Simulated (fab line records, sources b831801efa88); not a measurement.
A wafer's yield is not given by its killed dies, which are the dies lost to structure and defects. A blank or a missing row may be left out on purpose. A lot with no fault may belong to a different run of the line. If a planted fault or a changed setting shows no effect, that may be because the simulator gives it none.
fab line records | flow sky130
record lots=12 wafers=36 lastDay=50
route steps=708 shown SONOS_ONO@181 POLY_GATE@218 LDD_HVN@275
lots with no fault: from the same line, run without faults
startH: hours from the record's first day to the start of the lot's first wafer shown | waitH: how many hours have passed since the lot's step before this one | " same as the row above | L1.1+2: several wafers, shown together as one row | - value missing, or start not given | * or withheld: withheld | < > ~ a bound
route shown NAME@n: names a module that has steps shown in the file, with the first one's number in the route | usual: mean/standard deviation of fault-free wafers | same: alike in all rows | chamber/n: place in a boat | sites: per-site readings | _std_site: standard deviation of those values | _edge_site: mean of outer sites minus mean of inner sites | radiusMm: for every site, how far away it sits from the centre of the wafer | mask NAME#n: copy n | behind: the tool/chamber that last shaped the wafer | hold: why the lot was held/for how many hours/how that ended | device: transistor that didn't switch, given as n, p or np | end of line: the tests these same wafers got at the end of their route | a step without rows: its recipe alone | killed: count of dies lost to structure and defects at first sort (not the wafer's yield) | map: the dies of a wafer, with x for killed, . for not killed, _ for no die there
set.NAME: the run value of the setting; set.NAME@STEP: its run value at that earlier step | model.NAME: the simulator's own value behind a step, which no gauge read
route steps across a sampled set of lots; one table per step, one row per wafer
services: the hour from which a tool's chamber was out of use, counted from the record's first day as startH (under 0 if before that day), plus the number of hours and why
## steps
# step SKY_SONOS_ONO_CD_MEAS_13
# recipe targetCdNm=410
# usual cdNm=409.6/2
# columns lot.wafer tool chamber startH waitH cdNm
L671.4 cdSem-02 - 280.63 0.1 409.2
L671.5 " - " " 410.6
L671.6 " - " " 412.1
L673.1 cdSem-02 - 293.70 0.1 407.7
L673.4 " - " " 408.6
L673.5 " - " " 408.3
L672.2 cdSem-02 - 298.30 0.1 409.7
L672.5 " - " " 410.3
L672.6 " - " " 410.2
L674.1 cdSem-02 - 301.68 0.1 412.0
L674.3 " - " " 411.6
L674.5 " - " " 409.6
L675.2 cdSem-01 - 307.82 0.1 411.4
L675.4 " - " " 412.1
L675.6 " - " " 410.6
L684.2 cdSem-02 - 385.29 0.1 412.2
L684.4 " - " " 410.8
L684.5 " - " " 412.1
L685.1 cdSem-01 - 398.88 0.1 412.0
L685.3 " - " " 409.2
L685.5 " - " " 409.7
L687.2 cdSem-01 - 409.12 0.1 410.1
L687.4 " - " " 407.6
L687.6 " - " " 408.7
L688.1 cdSem-02 - 426.87 0.1 408.6
L688.2 " - " " 406.8
L688.3 " - " " 410.0
L690.1 cdSem-01 - 442.17 0.1 409.0
L690.4 " - " " 411.5
L690.6 " - " " 411.2
L689.3 cdSem-02 - 446.71 0.1 411.6
L689.4 " - " " 411.6
L689.5 " - " " 410.2
L694.1 cdSem-01 - 468.90 0.1 409.7
L694.2 " - " " 409.6
L694.4 " - " " 409.0
# step SKY_POLY_GATE_THK_MEAS_04
# recipe reads=Si3N4_of_POLY_GATE_CVD_03
# usual POLY_GATE_CVD_03_THK=75.1/0.7
# columns lot.wafer tool chamber startH waitH POLY_GATE_CVD_03_THK[nm]
L671.4 filmMetro-04 - 341.30 0.1 75.6
L671.5 " - " " 75.8
L671.6 " - " " 75.5
L673.1 filmMetro-01 - 352.73 0.0 76.4
L673.4 " - " " 75.6
L673.5 " - " " 75.8
L672.2 filmMetro-01 - 361.85 0.0 76.0
L672.5 " - " " 75.7
L672.6 " - " " 75.2
L674.1 filmMetro-01 - 363.98 0.0 76.0
L674.3 " - " " 75.9
L674.5 " - " " 75.6
L675.2 filmMetro-03 - 371.18 0.0 76.4
L675.4 " - " " 76.5
L675.6 " - " " 77.0
L684.2 filmMetro-01 - 455.09 0.0 75.5
L684.4 " - " " 75.5
L684.5 " - " " 75.8
L685.1 filmMetro-01 - 468.54 0.0 74.8
L685.3 " - " " 75.0
L685.5 " - " " 75.6
L687.2 filmMetro-04 - 477.91 0.0 75.4
L687.4 " - " " 75.2
L687.6 " - " " 75.1
L688.1 filmMetro-03 - 501.60 0.0 75.8
L688.2 " - " " 75.9
L688.3 " - " " 75.7
L690.1 filmMetro-04 - 511.55 0.0 74.8
L690.4 " - " " 74.7
L690.6 " - " " 74.4
L689.3 filmMetro-01 - 515.25 0.0 74.2
L689.4 " - " " 75.0
L689.5 " - " " 74.0
L694.1 filmMetro-01 - 535.88 0.0 75.8
L694.2 " - " " 75.8
L694.4 " - " " 75.2
# step SKY_POLY_GATE_STRIP_18
# recipe chemistry=O2/N2 powerW=1400 pressureMtorr=1500 platenTempC=withheld o2FlowSccm=3000 n2FlowSccm=300 overashFraction=0.5
# usual drypumpMotorCurrentA=5.53/0.3 oesProductAu=0.362/0.0049 stripTimeToEndpointS=3.181/0.026
# columns lot.wafer tool chamber startH waitH drypumpMotorCurrentA oesProductAu rfHoursCounterH stripTimeToEndpointS
L671.4 plasmaAsher-03 0 369.71 0.1 5.56 0.367 - 3.194
L671.5 " 1 " " 5.58 0.352 - 3.188
L671.6 " 0 " " 5.55 0.357 - 3.186
L673.1 plasmaAsher-02 1 381.68 0.0 4.75 0.364 52 3.188
L673.4 " 0 " " 5.80 0.360 - 3.139
L673.5 " 1 " " 4.76 0.350 - 3.166
L672.2 plasmaAsher-04 1 391.28 0.0 5.35 0.358 29 3.167
L672.5 " 0 " " 5.86 0.357 - 3.190
L672.6 " 1 " " 5.34 0.364 - 3.154
L674.1 plasmaAsher-04 1 394.11 0.0 5.35 0.359 29 3.218
L674.3 " 0 " " 5.86 0.362 - 3.178
L674.5 " 0 " " 5.86 0.362 - 3.195
L675.2 plasmaAsher-02 1 401.01 0.0 4.73 0.357 54 3.151
L675.4 " 0 " " 5.82 0.371 - 3.194
L675.6 " 1 " " 4.75 0.367 - 3.206
L684.2 plasmaAsher-04 0 486.51 0.0 5.84 0.353 40 3.143
L684.4 " 0 " " 5.82 0.376 - 3.171
L684.5 " 0 " " 5.87 0.359 - 3.172
L685.1 plasmaAsher-04 1 499.36 0.0 5.33 0.359 41 3.207
L685.3 " 0 " " 5.82 0.358 - 3.136
L685.5 " 0 " " 5.84 0.360 - 3.157
L687.2 plasmaAsher-03 1 508.82 0.0 5.56 0.356 9 3.214
L687.4 " 0 " " 5.57 0.361 - 3.204
L687.6 " 1 " " 5.57 0.361 - 3.192
L688.1 plasmaAsher-04 0 532.81 0.0 5.82 0.364 44 3.196
L688.2 " 1 " " 5.33 0.362 44 3.191
L688.3 " 1 " " 5.34 0.368 - 3.195
L690.1 plasmaAsher-04 1 542.32 0.0 5.33 0.365 45 3.182
L690.4 " 1 " " 5.35 0.357 - 3.188
L690.6 " 0 " " 5.83 0.364 - 3.205
L689.3 plasmaAsher-03 0 546.24 0.1 5.57 0.358 - 3.209
L689.4 " 1 " " 5.57 0.356 - 3.123
L689.5 " 1 " " 5.59 0.361 - 3.211
L694.1 plasmaAsher-03 0 566.66 0.0 5.55 0.354 14 3.159
L694.2 " 1 " " 5.57 0.358 14 3.153
L694.4 " 0 " " 5.55 0.364 - 3.181
# step SKY_LDD_HVN_IMPLANT_08
# recipe species=P energyKev=60 doseCm2=3e+13 tiltDeg=40
# usual beamOnS=9.99/0.2
# columns lot.wafer tool chamber startH waitH beamOnS
L671.4 implanter-01 0 463.81 0.1 9.77
L671.5 " 0 " " 10.06
L671.6 " 0 " " 10.12
L673.1 implanter-01 0 477.62 0.0 9.95
L673.4 " 0 " " 10.15
L673.5 " 0 " " 10.28
L672.2 implanter-01 0 487.54 0.0 10.14
L672.5 " 0 " " 9.95
L672.6 " 0 " " 10.25
L674.1 implanter-01 0 490.72 0.0 9.85
L674.3 " 0 " " 10.32
L674.5 " 0 " " 10.33
L675.2 implanter-01 0 497.09 0.0 10.19
L675.4 " 0 " " 10.10
L675.6 " 0 " " 10.29
L684.2 implanter-01 0 580.99 0.0 9.81
L684.4 " 0 " " 9.85
L684.5 " 0 " " 9.85
L685.1 implanter-01 0 592.32 0.0 9.83
L685.3 " 0 " " 10.20
L685.5 " 0 " " 9.81
L687.2 implanter-03 0 604.39 0.0 10.23
L687.4 " 0 " " 10.09
L687.6 " 0 " " 10.21
L688.1 implanter-03 0 625.70 0.0 10.07
L688.2 " 0 " " 10.03
L688.3 " 0 " " 9.91
L690.1 implanter-04 0 633.14 0.0 9.85
L690.4 " 0 " " 10.01
L690.6 " 0 " " 10.09
L689.3 implanter-03 0 636.20 0.1 9.59
L689.4 " 0 " " 9.89
L689.5 " 0 " " 9.96
L694.1 implanter-01 0 656.52 0.0 10.27
L694.2 " 0 " " 9.69
L694.4 " 0 " " 9.92
# step SKY_LDD_HVN_TW_MEAS_10
# usual LDD_HVN_TW=1436/11
# columns lot.wafer tool chamber startH waitH LDD_HVN_TW
L671.4 filmMetro-01 - 464.02 0.1 1437
L671.5 " - " " 1440
L671.6 " - " " 1433
L673.1 filmMetro-01 - 477.87 0.1 1446
L673.4 " - " " 1444
L673.5 " - " " 1443
L672.2 filmMetro-01 - 487.78 0.1 1461
L672.5 " - " " 1465
L672.6 " - " " 1450
L674.1 filmMetro-03 - 490.97 0.1 1371
L674.3 " - " " 1434
L674.5 " - " " 1441
L675.2 filmMetro-03 - 497.33 0.1 1362
L675.4 " - " " 1436
L675.6 " - " " 1436
L684.2 filmMetro-03 - 581.23 0.1 1420
L684.4 " - " " 1419
L684.5 " - " " 1421
L685.1 filmMetro-04 - 592.57 0.1 1447
L685.3 " - " " 1441
L685.5 " - " " 1442
L687.2 filmMetro-01 - 604.63 0.1 1445
L687.4 " - " " 1439
L687.6 " - " " 1443
L688.1 filmMetro-04 - 625.95 0.1 1423
L688.2 " - " " 1429
L688.3 " - " " 1426
L690.1 filmMetro-03 - 633.39 0.1 1430
L690.4 " - " " 1431
L690.6 " - " " 1433
L689.3 filmMetro-03 - 636.42 0.1 1430
L689.4 " - " " 1430
L689.5 " - " " 1436
L694.1 filmMetro-04 - 656.77 0.1 1435
L694.2 " - " " 1422
L694.4 " - " " 1434
## services
# columns tool chamber startH hours kind
implanter-04 - 375.69 2.4 repair
implanter-01 - 390.06 3.7 repair
plasmaAsher-04 - 397.11 6.0 repair
implanter-01 - 418.45 1.8 repair
plasmaAsher-03 - 421.25 9.0 pm
plasmaAsher-03 0 421.25 9.0 ventCycle
plasmaAsher-03 1 421.25 9.0 ventCycle
implanter-04 - 425.44 4.7 pm
plasmaAsher-03 0 430.25 - clean
plasmaAsher-03 1 430.25 - clean
plasmaAsher-02 - 430.61 48.9 repair
implanter-03 - 437.09 1.4 repair
plasmaAsher-03 - 439.69 2.8 pm
implanter-04 - 440.80 1.8 repair
implanter-03 - 494.57 3.1 pm
implanter-01 - 522.85 5.2 pm
plasmaAsher-03 - 540.34 4.3 pm
implanter-04 - 552.11 1.3 repair
implanter-03 - 579.24 3.1 pm
plasmaAsher-04 - 597.73 10.6 repair
plasmaAsher-03 - 618.50 5.6 repair
implanter-04 - 636.91 2.9 repair
plasmaAsher-03 - 638.39 21.8 repair
implanter-03 - 655.95 3.8 repair
## key
firstSign step=SKY_LDD_HVN_TW_MEAS_10 reading=LDD_HVN_TW direction=down sigmas=6.5 usual=1436 struck=1366
effect none on later readings
metAt SKY_LDD_HVN_IMPLANT_08
struckLots L674,L675
struckWafers L674.1,L675.2
testerLeftOut L674,L675
notActingAt SKY_SONOS_ONO_CD_MEAS_13,SKY_POLY_GATE_THK_MEAS_04,SKY_POLY_GATE_STRIP_18
onsetBetween 487.54 490.72
fault kind=processParameterDrift tool=implanter-01 chamber=- onsetH=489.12 steps=SKY_LDD_HVN_IMPLANT_08 channel=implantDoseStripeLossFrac offset=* shape=step endH=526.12 scope=struckWafersOnly
# testerLeftOut: of these lots the tester's yield and bins aren't shown, on N5 and GAA mostly nor the transistor test; their killed dies are dies lost to structure and defects alone, not to doping, threshold or leakage, so they don't give the yield
